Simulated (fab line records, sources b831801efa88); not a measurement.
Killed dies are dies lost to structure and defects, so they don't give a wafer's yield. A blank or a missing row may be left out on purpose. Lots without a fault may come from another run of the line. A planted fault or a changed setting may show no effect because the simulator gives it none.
Which tool did it? | flow gf180mcu | 11 lots, 33 wafers sampled, at 3 steps of a route of 602

WHAT THE GAUGES READ, wafer by wafer
GF_V3_RS_MEAS_24: measures by four-point-probe.
lot  | measured     | on            | V3_W_RS (ohm/sq)
L129 | day 22 21:44 | film_metro-02 | 0.336 0.331 0.331
L134 | day 24 07:44 | film_metro-01 | 0.328 0.335 0.328
L136 | day 24 19:28 | film_metro-03 | 0.413 0.411 0.398
L137 | day 25 08:05 | film_metro-02 | 0.414 0.417 0.417
L141 | day 26 14:18 | film_metro-02 | 0.328 0.334 0.331
L145 | day 27 19:11 | film_metro-02 | 0.328 0.330 0.329
L148 | day 28 16:34 | film_metro-02 | 0.333 0.332 0.332
L149 | day 28 21:41 | film_metro-02 | 0.331 0.334 0.335
L150 | day 29 11:35 | film_metro-03 | 0.327 0.330 0.326
L151 | day 29 11:56 | film_metro-02 | 0.320 0.333 0.327
L152 | day 29 17:47 | film_metro-03 | 0.328 0.322 0.325

WHICH TOOL RAN EACH LOT (tool, then ch and the chambers of the sampled wafers, then the start)
lot  | GF_V3_ETCH_17                                 | GF_V3_CVD_23
L129 | rie_diel-02 ch 0,1, day 22 21:37 or earlier   | cvd_w-02 ch 0,1, day 22 21:37
L134 | rie_diel-02 ch 0,2, day 24 07:38 or earlier   | cvd_w-01 ch 0,1, day 24 07:38
L136 | rie_diel-02 ch 2,3, day 24 19:20 or earlier   | cvd_w-02 ch 0,1, day 24 19:20
L137 | rie_diel-02 ch 2,3, day 25 07:58 or earlier   | cvd_w-02 ch 0,1, day 25 07:58
L141 | rie_diel-02 ch 1,2,3, day 26 14:11 or earlier | cvd_w-01 ch 0,1, day 26 14:11
L145 | rie_diel-04 ch 0,1, day 27 19:03 or earlier   | cvd_w-01 ch 0,1, day 27 19:03
L148 | rie_diel-04 ch 1,2,3, day 28 16:28 or earlier | cvd_w-02 ch 0,1, day 28 16:28
L149 | rie_diel-01 ch 0,1,2, day 28 21:34 or earlier | cvd_w-01 ch 0,1, day 28 21:34
L150 | rie_diel-02 ch 0,1,2, day 29 11:29 or earlier | cvd_w-02 ch 0,1, day 29 11:29
L151 | rie_diel-01 ch 0,1,2, day 29 11:49 or earlier | cvd_w-02 ch 0,1, day 29 11:49
L152 | rie_diel-04 ch 0,2,3, day 29 17:39 or earlier | cvd_w-02 ch 0,1, day 29 17:39
- GF_V3_ETCH_17: etches SiO2 in C4F8/O2/Ar, stops on TiN, target depth 635 nm.
- GF_V3_CVD_23: deposits W, target thk 350 nm, time 104.9 s.

THE ANSWER, worked out from the rows above alone
Rule: what is usual is taken from the lots themselves. Put in order of their means at a reading, lots are off if they are a third of the lots or fewer, leave a main group of 4 or more, and stand apart from it by a gap of 3 or more times the standard deviation of the main group's means; of several such gaps the widest counts. A main group whose means are all the same, to the digits that the tables above print for the reading, isn't used. A lot without any number at a reading at which 4 lots or more have one is off too. The other lots that the step has rows for count as sound.
Off: L136, L137, at GF_V3_RS_MEAS_24 (V3_W_RS). The main group: mean 0.330 ohm/sq, standard deviation 0.0027.
A tool fits if, at a process step before that reading, it ran every lot that is off, and no sound lot after the first of them. The gauges at GF_V3_RS_MEAS_24 are tried like those tools. GF_V3_ETCH_17 gives no start for some lots, so the hours and the order of its lots are those of GF_V3_CVD_23. None of those tried fits.

WHAT THE SIMULATOR HAD PUT IN
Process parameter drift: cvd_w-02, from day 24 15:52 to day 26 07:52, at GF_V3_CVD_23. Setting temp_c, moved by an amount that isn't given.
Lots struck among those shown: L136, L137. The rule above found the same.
